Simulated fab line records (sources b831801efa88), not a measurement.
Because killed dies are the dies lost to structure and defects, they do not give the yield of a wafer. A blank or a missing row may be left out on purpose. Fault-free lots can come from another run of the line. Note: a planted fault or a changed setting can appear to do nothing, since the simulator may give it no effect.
fab line records	flow sky130
record: lots: 11	wafers: 33	last_day: 50
route steps=708 shown CAPM@541 VIA3@576 METAL4@600 CAP2M@603 PAD_OPEN@708
lots with no fault: from the same line, run without faults
start_h: the number of hours between the record's first day and the start of the first shown wafer of the lot	wait_h: how many hours have passed since the lot's step before this one	" as in the row above	L1.1+2: a single row standing in for several wafers	- no value, or no start was given	* or withheld: withheld	< > ~ a bound
route shown NAME@n: NAME is a module with steps in the file, n the number in the route of the first one	usual: average and standard deviation across the fault-free wafers	same: alike in all rows	chamber/n: place in a boat	sites: the reading at each site	_std_site: their standard deviation	_edge_site: inner sites' mean taken away from outer sites' mean	radius_mm: for every site, how far away it sits from the centre of the wafer	mask NAME#n: copy n	behind: the last tool/chamber to shape the wafer	hold: why the lot went on hold/how many hours it stayed there/how the hold came to an end	device: which transistor (n, p or np) failed to switch	end of line: tests run on the same wafers once the route is complete	for a step that has no rows: nothing shown but its recipe	killed: dies that structure and defects cost at the first sort, which is not the same as the wafer's yield	map: the dies of a wafer, with x for killed, . for not killed, _ for no die there
set.NAME: the setting the step ran with; set.NAME@STEP: the setting that earlier step ran with	model.NAME: the simulator's own value behind a step, which no gauge read
a sample of lots followed through the steps of the route, with each step as a table and each wafer as a row
services: a tool's chamber out of use, with start hour (start_h, from the record's first day; less than 0 if before it), hours out, and reason
== steps ==
step: SKY_CAPM_THK_MEAS_04
recipe: thk_meas_gauge: xrf	reads: TiN_of_CAPM_SPUTTER_02
usual: CAPM_TIN_THK: 196.3/2
lot.wafer	tool	chamber	start_h	wait_h	CAPM_TIN_THK[nm]
L872.3	film_metro-03	-	869.85	0.1	195.1
L872.4	"	-	"	"	194.5
L872.6	"	-	"	"	197.0
L873.3	film_metro-03	-	872.08	0.1	198.3
L873.4	"	-	"	"	195.4
L873.6	"	-	"	"	197.7
L874.4	film_metro-01	-	873.59	0.1	194.8
L874.5	"	-	"	"	193.4
L874.6	"	-	"	"	194.6
L875.4	film_metro-03	-	880.79	0.1	195.0
L875.5	"	-	"	"	195.9
L875.6	"	-	"	"	195.6
L877.3	film_metro-02	-	904.13	0.1	195.9
L877.4	"	-	"	"	196.6
L877.5	"	-	"	"	196.3
L879.1	film_metro-02	-	919.22	0.1	195.3
L879.2	"	-	"	"	197.6
L879.3	"	-	"	"	198.5
L880.1	film_metro-01	-	921.57	0.1	199.7
L880.4	"	-	"	"	200.2
L880.6	"	-	"	"	197.8
L881.1	film_metro-02	-	931.25	0.1	197.8
L881.3	"	-	"	"	198.3
L881.5	"	-	"	"	195.3
L884.1	film_metro-02	-	948.96	0.1	198.6
L884.2	"	-	"	"	198.4
L884.4	"	-	"	"	197.1
L886.1	film_metro-03	-	966.42	0.1	197.4
L886.4	"	-	"	"	200.1
L886.6	"	-	"	"	201.4
L894.2	film_metro-03	-	1014.94	0.1	191.9
L894.3	"	-	"	"	196.3
L894.5	"	-	"	"	193.8
step: SKY_VIA3_BOW_MEAS_03
recipe: mode: bow
usual: VIA3_BOW: 80/8.3
lot.wafer	tool	chamber	start_h	wait_h	VIA3_BOW[um]
L872.3	film_metro-02	-	922.13	0.2	95
L872.4	"	-	"	"	90
L872.6	"	-	"	"	80
L873.3	film_metro-03	-	925.87	0.3	91
L873.4	"	-	"	"	77
L873.6	"	-	"	"	78
L874.4	film_metro-02	-	926.19	0.2	74
L874.5	"	-	"	"	74
L874.6	"	-	"	"	76
L875.4	film_metro-03	-	932.77	0.3	73
L875.5	"	-	"	"	77
L875.6	"	-	"	"	66
L877.3	film_metro-03	-	955.55	0.1	80
L877.4	"	-	"	"	75
L877.5	"	-	"	"	87
L879.1	film_metro-02	-	970.77	0.2	71
L879.2	"	-	"	"	67
L879.3	"	-	"	"	80
L880.1	film_metro-02	-	972.26	0.1	69
L880.4	"	-	"	"	88
L880.6	"	-	"	"	80
L881.1	film_metro-03	-	981.48	0.1	87
L881.3	"	-	"	"	88
L881.5	"	-	"	"	74
L884.1	film_metro-02	-	997.55	0.1	79
L884.2	"	-	"	"	75
L884.4	"	-	"	"	75
L886.1	film_metro-02	-	1016.07	0.2	74
L886.4	"	-	"	"	84
L886.6	"	-	"	"	101
L894.2	film_metro-02	-	1060.81	0.1	102
L894.3	"	-	"	"	96
L894.5	"	-	"	"	84
step: SKY_METAL4_SPUTTER_02
recipe: material: AlCu	target_thk_nm: 735	power_w: 10600	time_s: 39.1	chamber_pressure_pa: 0.4
usual: throttle_valve_pct: 29.8/1.2
same: time_s: 39.1
lot.wafer	tool	chamber	start_h	wait_h	throttle_valve_pct
L872.3	pvd_sputter-04	-	947.57	0.0	29.3
L872.4	"	-	"	"	29.2
L872.6	"	-	"	"	28.9
L873.3	pvd_sputter-04	-	952.06	0.0	28.7
L873.4	"	-	"	"	29.2
L873.6	"	-	"	"	28.7
L874.4	pvd_sputter-01	-	952.38	0.0	29.8
L874.5	"	-	"	"	27.7
L874.6	"	-	"	"	29.9
L875.4	pvd_sputter-04	-	959.25	0.0	30.8
L875.5	"	-	"	"	29.0
L875.6	"	-	"	"	28.7
L877.3	pvd_sputter-04	-	981.31	0.0	30.9
L877.4	"	-	"	"	28.5
L877.5	"	-	"	"	28.8
L879.1	pvd_sputter-03	-	995.85	0.0	31.3
L879.2	"	-	"	"	28.3
L879.3	"	-	"	"	29.8
L880.1	pvd_sputter-03	-	997.51	0.0	28.4
L880.4	"	-	"	"	31.4
L880.6	"	-	"	"	28.7
L881.1	pvd_sputter-04	-	1007.63	0.0	29.3
L881.3	"	-	"	"	31.2
L881.5	"	-	"	"	28.9
L884.1	pvd_sputter-04	-	1022.24	0.0	29.4
L884.2	"	-	"	"	28.6
L884.4	"	-	"	"	31.0
L886.1	pvd_sputter-03	-	1041.31	0.0	28.9
L886.4	"	-	"	"	31.2
L886.6	"	-	"	"	28.3
L894.2	pvd_sputter-04	-	1084.35	0.0	29.1
L894.3	"	-	"	"	28.9
L894.5	"	-	"	"	28.9
step: SKY_CAP2M_CVD_00
recipe: material: SiO2	target_thk_nm: 15.5	temp_c: 400	time_s: withheld	rf_w: 450
usual: heater_power_w: 713/110	rf_fwd_power_W: 441.2/2.8
lot.wafer	tool	chamber	start_h	wait_h	heater_power_w	rf_fwd_power_W
L872.3	pecvd-04	0	947.67	0.0	725	439.4
L872.4	"	1	"	"	585	444.6
L872.6	"	0	"	"	752	438.2
L873.3	pecvd-03	0	952.16	0.0	738	438.5
L873.4	"	1	"	"	848	446.5
L873.6	"	0	"	"	750	439.3
L874.4	pecvd-04	2	952.49	0.0	703	441.1
L874.5	"	1	"	"	580	440.9
L874.6	"	0	"	"	793	437.7
L875.4	pecvd-02	0	959.36	0.0	658	442.2
L875.5	"	0	"	"	638	444.1
L875.6	"	1	"	"	630	441.0
L877.3	pecvd-02	0	981.41	0.0	598	444.2
L877.4	"	2	"	"	780	445.1
L877.5	"	1	"	"	565	440.7
L879.1	pecvd-04	0	995.95	0.0	672	437.9
L879.2	"	2	"	"	753	438.0
L879.3	"	1	"	"	595	443.9
L880.1	pecvd-03	0	997.61	0.0	815	438.2
L880.4	"	0	"	"	816	438.6
L880.6	"	0	"	"	824	439.7
L881.1	pecvd-02	0	1007.74	0.0	623	442.2
L881.3	"	0	"	"	627	442.5
L881.5	"	1	"	"	650	441.3
L884.1	pecvd-02	0	1022.35	0.0	628	444.3
L884.2	"	1	"	"	572	440.6
L884.4	"	1	"	"	570	440.8
L886.1	pecvd-02	2	1041.41	0.0	871	446.9
L886.4	"	0	"	"	576	444.8
L886.6	"	2	"	"	885	445.0
L894.2	pecvd-04	1	1084.46	0.0	589	437.9
L894.3	"	2	"	"	663	438.9
L894.5	"	0	"	"	715	438.3
step: SKY_CAP2M_THK_MEAS_01
recipe: reads: SiO2_of_CAP2M_CVD_00
usual: CAP2M_CVD_00_THK: 15.50/0.27
lot.wafer	tool	chamber	start_h	wait_h	CAP2M_CVD_00_THK[nm]
L872.3	film_metro-02	-	947.71	-	16.10
L872.4	"	-	"	"	15.81
L872.6	"	-	"	"	16.19
L873.3	film_metro-02	-	952.20	-	15.56
L873.4	"	-	"	"	15.60
L873.6	"	-	"	"	15.83
L874.4	film_metro-01	-	952.56	-	16.01
L874.5	"	-	"	"	15.94
L874.6	"	-	"	"	15.95
L875.4	film_metro-04	-	959.42	-	15.29
L875.5	"	-	"	"	15.47
L875.6	"	-	"	"	15.21
L877.3	film_metro-04	-	981.45	-	15.20
L877.4	"	-	"	"	15.57
L877.5	"	-	"	"	15.40
L879.1	film_metro-01	-	995.98	-	15.64
L879.2	"	-	"	"	15.38
L879.3	"	-	"	"	15.30
L880.1	film_metro-01	-	997.68	-	15.42
L880.4	"	-	"	"	15.84
L880.6	"	-	"	"	15.62
L881.1	film_metro-01	-	1007.77	-	15.32
L881.3	"	-	"	"	15.46
L881.5	"	-	"	"	15.11
L884.1	film_metro-02	-	1022.38	-	10.95
L884.2	"	-	"	"	10.77
L884.4	"	-	"	"	11.05
L886.1	film_metro-04	-	1041.43	-	11.17
L886.4	"	-	"	"	11.33
L886.6	"	-	"	"	11.18
L894.2	film_metro-04	-	1084.49	-	15.36
L894.3	"	-	"	"	15.27
L894.5	"	-	"	"	15.88
step: SKY_METAL4_ETCH_17
recipe: target: SiO2	stop_on: TiN	chemistry: C4F8/O2/Ar	source_w: 1500	bias_w: 1200	pressure_mtorr: 40	c4f8_flow_sccm: withheld	O2_flow_sccm: 6	Ar_flow_sccm: 300	time_s: 3.9	target_depth_a: 150
usual: oes_product_au: 0.754/0.0078	rf_fwd_power_W: 1465/6.2
same: time_s: 3.9
lot.wafer	tool	chamber	start_h	wait_h	oes_product_au	rf_fwd_power_W	rf_hours_counter_h
L872.3	rie_diel-04	1	995.47	0.0	0.763	1469	11
L872.4	"	0	"	"	0.763	1456	-
L872.6	"	2	"	"	0.768	1476	-
L873.3	rie_diel-04	2	1000.22	0.0	0.754	1477	21
L873.4	"	1	"	"	0.755	1460	-
L873.6	"	0	"	"	0.763	1458	-
L874.4	rie_diel-03	2	1001.04	0.0	0.768	1466	-
L874.5	"	3	"	"	0.768	1462	-
L874.6	"	0	"	"	0.766	1466	-
L875.4	rie_diel-03	0	1007.39	0.0	0.750	1466	26
L875.5	"	1	"	"	0.752	1464	-
L875.6	"	0	"	"	0.751	1462	-
L877.3	rie_diel-02	1	1029.32	0.0	0.748	1459	19
L877.4	"	2	"	"	0.755	1466	-
L877.5	"	0	"	"	0.745	1472	-
L879.1	rie_diel-03	0	1043.09	0.1	0.755	1462	27
L879.2	"	3	"	"	0.747	1469	10
L879.3	"	2	"	"	0.749	1465	13
L880.1	rie_diel-03	1	1044.32	0.1	0.756	1450	6
L880.4	"	3	"	"	0.760	1462	10
L880.6	"	3	"	"	0.758	1461	-
L881.1	rie_diel-04	0	1054.13	0.1	0.758	1460	27
L881.3	"	1	"	"	0.751	1466	13
L881.5	"	0	"	"	0.742	1462	-
L884.1	rie_diel-03	3	1067.37	0.1	0.642	1462	11
L884.2	"	1	"	"	0.636	1480	7
L884.4	"	1	"	"	0.656	1474	-
L886.1	rie_diel-04	3	1086.32	0.1	0.649	1463	9
L886.4	"	2	"	"	0.662	1474	24
L886.6	"	1	"	"	0.649	1458	-
L894.2	rie_diel-04	2	1126.13	0.1	0.752	1474	25
L894.3	"	1	"	"	0.748	1458	14
L894.5	"	3	"	"	0.766	1461	-
step: SKY_PAD_OPEN_PROBE_99
usual: defect_limited_yield: 82.5/1.8	killed_at_M0_to_M3: 43/6.6	killed_at_M4_up: 2.9/1.8	killed_at_contacts: 25/5.3	killed_at_front_end: 15/4.1	killed_at_other: 0.3/0.6	killed_dies: 86/8.8	killed_open: 47/6.7	killed_short: 39/6.2
same: gross_dies: 492	killed_at_back_side: 0
lot.wafer	tool	chamber	start_h	wait_h	defect_limited_yield[%]	killed_at_M0_to_M3	killed_at_M4_up	killed_at_contacts	killed_at_front_end	killed_at_other	killed_dies	killed_open	killed_short
L880.1	prober-01	-	1136.14	0.1	83.5	35	3	26	17	0	81	44	37
L880.4	prober-01	-	1136.29	0.2	81.5	47	4	31	9	0	91	56	35
L880.6	prober-01	-	1136.39	0.2	82.3	42	3	24	18	0	87	52	34
L881.1	prober-02	-	1141.26	0.1	84.8	43	2	17	13	0	75	39	36
L881.3	prober-02	-	1141.36	0.2	81.5	38	6	29	18	0	91	49	42
L881.5	prober-02	-	1141.46	0.2	81.9	54	0	26	9	0	89	48	41
L884.1	prober-01	-	1154.46	0.1	82.3	42	5	28	12	0	87	50	37
L884.2	prober-01	-	1154.51	0.1	85.0	36	5	19	14	0	74	43	30
L884.4	prober-01	-	1154.61	0.2	79.7	49	6	25	16	4	100	46	52
L894.2	prober-01	-	1201.20	0.1	82.3	44	3	21	19	0	87	49	38
L894.3	prober-01	-	1201.25	0.2	83.3	47	1	21	13	0	82	54	27
L894.5	prober-01	-	1201.35	0.2	84.6	33	2	27	14	0	76	42	34
killed by level:class
L880.1 LI_CONTACT:geometric_particle:open=9 VIA2:geometric_particle:open=8 CONTACT:geometric_particle:short=6 FIELD_ISO:geometric_particle:open=5 VIA3:geometric_particle:open=5 LOCAL_INTERCONNECT:geometric_particle:short=4 POLY_GATE:geometric_particle:short=4 POLY_GATE:geometric_particle:open=4
L880.4 VIA1:geometric_particle:open=12 CONTACT:geometric_particle:open=11 LI_CONTACT:geometric_particle:open=10 VIA2:geometric_particle:open=8 LI_CONTACT:geometric_particle:short=7 VIA3:geometric_particle:open=7 VIA1:geometric_particle:short=6 METAL2:geometric_particle:short=4
L880.6 CONTACT:geometric_particle:open=10 VIA1:geometric_particle:open=9 VIA3:geometric_particle:short=8 VIA3:geometric_particle:open=8 LI_CONTACT:geometric_particle:open=7 FIELD_ISO:geometric_particle:open=5 POLY_GATE:geometric_particle:short=4 POLY_GATE:geometric_particle:open=4
L881.1 VIA3:geometric_particle:open=11 VIA1:geometric_particle:open=7 LOCAL_INTERCONNECT:geometric_particle:short=6 VIA2:geometric_particle:open=5 VIA3:geometric_particle:short=5 FIELD_ISO:geometric_particle:short=4 LI_CONTACT:geometric_particle:open=4 CONTACT:geometric_particle:open=4
L881.3 CONTACT:geometric_particle:open=12 LI_CONTACT:geometric_particle:open=7 FIELD_ISO:geometric_particle:open=6 CONTACT:geometric_particle:short=6 VIA2:geometric_particle:open=6 METAL1:geometric_particle:short=6 VIA1:geometric_particle:short=6 POLY_GATE:geometric_particle:open=5
L881.5 VIA1:geometric_particle:open=16 CONTACT:geometric_particle:short=8 CONTACT:geometric_particle:open=8 VIA2:geometric_particle:open=7 METAL1:geometric_particle:short=6 VIA3:geometric_particle:open=6 LI_CONTACT:geometric_particle:open=5 METAL2:geometric_particle:short=5
L884.1 LI_CONTACT:geometric_particle:open=13 CONTACT:geometric_particle:open=9 VIA1:geometric_particle:open=7 VIA2:geometric_particle:open=6 METAL1:geometric_particle:short=6 METAL2:geometric_particle:short=6 VIA3:geometric_particle:open=5 POLY_GATE:geometric_particle:open=4
L884.2 CONTACT:geometric_particle:open=6 VIA1:geometric_particle:open=6 VIA3:geometric_particle:open=6 LI_CONTACT:geometric_particle:open=5 VIA2:geometric_particle:open=5 POLY_GATE:geometric_particle:short=4 METAL2:geometric_particle:open=4 CONTACT:geometric_particle:short=4
L884.4 VIA2:geometric_particle:open=10 LI_CONTACT:geometric_particle:open=8 CONTACT:geometric_particle:open=8 METAL1:geometric_particle:short=8 FIELD_ISO:geometric_particle:short=7 VIA3:geometric_particle:open=6 METAL2:geometric_particle:short=5 CONTACT:geometric_particle:short=5
L894.2 METAL2:geometric_particle:short=10 CONTACT:geometric_particle:open=7 METAL1:geometric_particle:short=7 VIA2:geometric_particle:open=7 FIELD_ISO:geometric_particle:open=6 VIA1:geometric_particle:open=6 POLY_GATE:geometric_particle:open=4 LI_CONTACT:geometric_particle:open=4
L894.3 VIA1:geometric_particle:open=21 VIA2:geometric_particle:open=8 LI_CONTACT:geometric_particle:open=7 VIA3:geometric_particle:short=6 FIELD_ISO:geometric_particle:open=5 POLY_GATE:geometric_particle:short=5 CONTACT:geometric_particle:short=5 CONTACT:geometric_particle:open=4
L894.5 CONTACT:geometric_particle:open=12 VIA1:geometric_particle:open=9 METAL1:geometric_particle:short=7 VIA2:geometric_particle:open=5 POLY_GATE:geometric_particle:short=4 LI_CONTACT:geometric_particle:open=4 LOCAL_INTERCONNECT:geometric_particle:short=4 CONTACT:geometric_particle:short=4
== services ==
tool	chamber	start_h	hours	kind
rie_diel-02	3	924.14	17.2	repair
pvd_sputter-01	-	925.37	2.8	repair
pecvd-02	0	935.29	5.9	repair
rie_diel-04	1	952.84	4.3	repair
pecvd-02	2	956.17	6.5	repair
pecvd-03	2	959.36	44.9	repair
rie_diel-02	1	959.73	44.3	repair
rie_diel-02	-	960.61	0.4	repair
rie_diel-04	3	964.85	79.6	repair
rie_diel-02	-	966.72	0.3	repair
pvd_sputter-01	-	978.30	0.6	repair
pecvd-03	0	986.88	4.3	repair
pecvd-02	2	989.39	46.7	repair
pecvd-03	1	990.47	20.8	repair
pvd_sputter-01	-	995.90	0.6	repair
rie_diel-03	1	998.43	5.3	repair
pvd_sputter-04	-	1008.71	3.7	repair
rie_diel-03	-	1013.59	2.8	pm
rie_diel-02	3	1022.15	41.1	repair
pvd_sputter-04	-	1033.20	4.8	repair
rie_diel-04	-	1055.68	28.1	pm
pecvd-02	-	1068.59	14.6	pm
pecvd-04	-	1074.83	1.4	repair
pecvd-02	-	1120.07	2.8	pm
== key ==
first_sign: step: SKY_CAP2M_THK_MEAS_01	reading: CAP2M_CVD_00_THK	direction: down	sigmas: 17	usual: 15.50	struck: 11.07
effect: step: SKY_METAL4_ETCH_17	reading: oes_product_au	direction: down	sigmas: 13	usual: 0.754	struck: 0.649
met_at SKY_CAP2M_CVD_00
struck_lots L884,L886
not_acting_at SKY_CAPM_THK_MEAS_04,SKY_VIA3_BOW_MEAS_03,SKY_METAL4_SPUTTER_02
onset_between 1007.74 1022.35
fault: kind: process_parameter_drift	tool: pecvd-02	chamber: -	onset_h: 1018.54	steps: SKY_CAP2M_CVD_00	channel: target_thk_nm	offset: -4.3806	shape: step	end_h: 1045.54	acts_in: these_recipes_only	stated: 15.5
